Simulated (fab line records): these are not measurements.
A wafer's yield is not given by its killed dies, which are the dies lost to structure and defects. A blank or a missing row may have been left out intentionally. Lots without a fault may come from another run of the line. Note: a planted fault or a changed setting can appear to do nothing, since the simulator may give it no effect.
A lot that was struck, set against a sound lot ; flow sfqLine ; 13 out of 325 route steps
Sound: wafers L635.1, L635.2, L635.4. Wafers struck: L646.2, L646.3, L646.6. The cause is named last.
At each step with rows: each side's tool, then ch and its chambers, then its first start. Under that, the readings that differ: sound wafers ; struck wafers ; difference of the means ; sigmas: that difference in standard deviations of wafers without a fault.
alike: readings with means less than 2 such deviations apart, plus words and numbers identical on both sides. not compared: withheld readings, readings lacking a value on some wafer, bounds such as >300 that could conceal the same value, and numbers that have no deviation in the record and whose values overlap.
The two part at a step that has a row with sigmas, a row that says differs or no value, or rows on one side only. When numbers do not overlap yet have no deviation, they are printed without sigmas and do not part them. Lack of a reading on every wafer of one side parts them only where that side has two or more wafers.

SFQ_TRILAYER_I0_VIA_BARC_OPEN_VIA_ETCH_046: etches BARC in O2, target depth 125 nm, time 41.7 s.
  sound on rieDiel-02 ch 0,1,3, day 18 02:01; struck on rieDiel-01 ch 0,1,3, day 22 17:49
  alike: drypumpMotorCurrentA, oesProductAu
  not compared: rfHoursCounterH
SFQ_TRILAYER_I0_VIA_ETCH_VIA_ETCH_034: etches SiO2 in CHF3, stops on Nb, target depth 260 nm.
  sound on rieDiel-02 ch 0,1,3, day 18 02:04; struck on rieDiel-01 ch 0,1,3, day 22 17:52
  alike: drypumpMotorCurrentA, oesProductAu
SFQ_TRILAYER_I0_VIA_STRIP_STRIP_035: strips in O2.
  sound on rieMetal-04 ch 0,1, day 18 02:10; struck on rieMetal-04 ch 0,1, day 22 17:58
  alike: drypumpMotorCurrentA, heBacksideLeakSccm, oesProductAu
  not compared: rfHoursCounterH
then, 2 steps without rows for these wafers: SFQ_TRILAYER_I0_VIA_STRIP_SOLV_CLEAN_036 (cleans in NMP, time 600 s); SFQ_TRILAYER_M1_DEP_PRE_CLEAN_038 (time 22.5 s).
SFQ_TRILAYER_M1_DEP_SPUTTER_037: material Nb, target thk 200 nm, time 133.3 s.
  sound: pvdSputter-06 at day 18 02:59; struck: pvdSputter-03 at day 22 18:47
  alike: throttleValvePct
SFQ_M1_RS_MEAS_909: the measuring method here is four-point-probe.
  sound: filmMetro-01 at day 18 03:04; struck: filmMetro-01 at day 22 18:54
  alike: M1_NB_RS
then, 4 steps without rows for these wafers: SFQ_TRILAYER_M1_LITHO_COAT_044 (resist thk 62 nm); SFQ_TRILAYER_M1_LITHO_COAT_039 (resist thk 600 nm); SFQ_TRILAYER_M1_LITHO_SOFTBAKE_043; SFQ_TRILAYER_M1_LITHO_EXPOSE_040 (exposes mask M1, target cd 500 nm).
-- the record jumps here: 6 days lie between the struck wafers' starts before and after --
SFQ_TRILAYER_M1_LITHO_PEB_042: peb time 60 s.
  sound on lithoTrack-04 ch 0, day 24 09:05; struck on lithoTrack-04, day 29 06:52
  no value came back on the struck wafers for chillPlateTempC (C), exhaustPa (Pa); on the sound wafers chillPlateTempC (C) reads 23.01 22.78 23.10
then, 1 step without rows for these wafers: SFQ_TRILAYER_M1_LITHO_DEVELOP_041 (time 60 s).

== WHERE THEY PART ==
Only at SFQ_TRILAYER_M1_LITHO_PEB_042, as far as this record shows.

WHY: whatever the simulator had introduced
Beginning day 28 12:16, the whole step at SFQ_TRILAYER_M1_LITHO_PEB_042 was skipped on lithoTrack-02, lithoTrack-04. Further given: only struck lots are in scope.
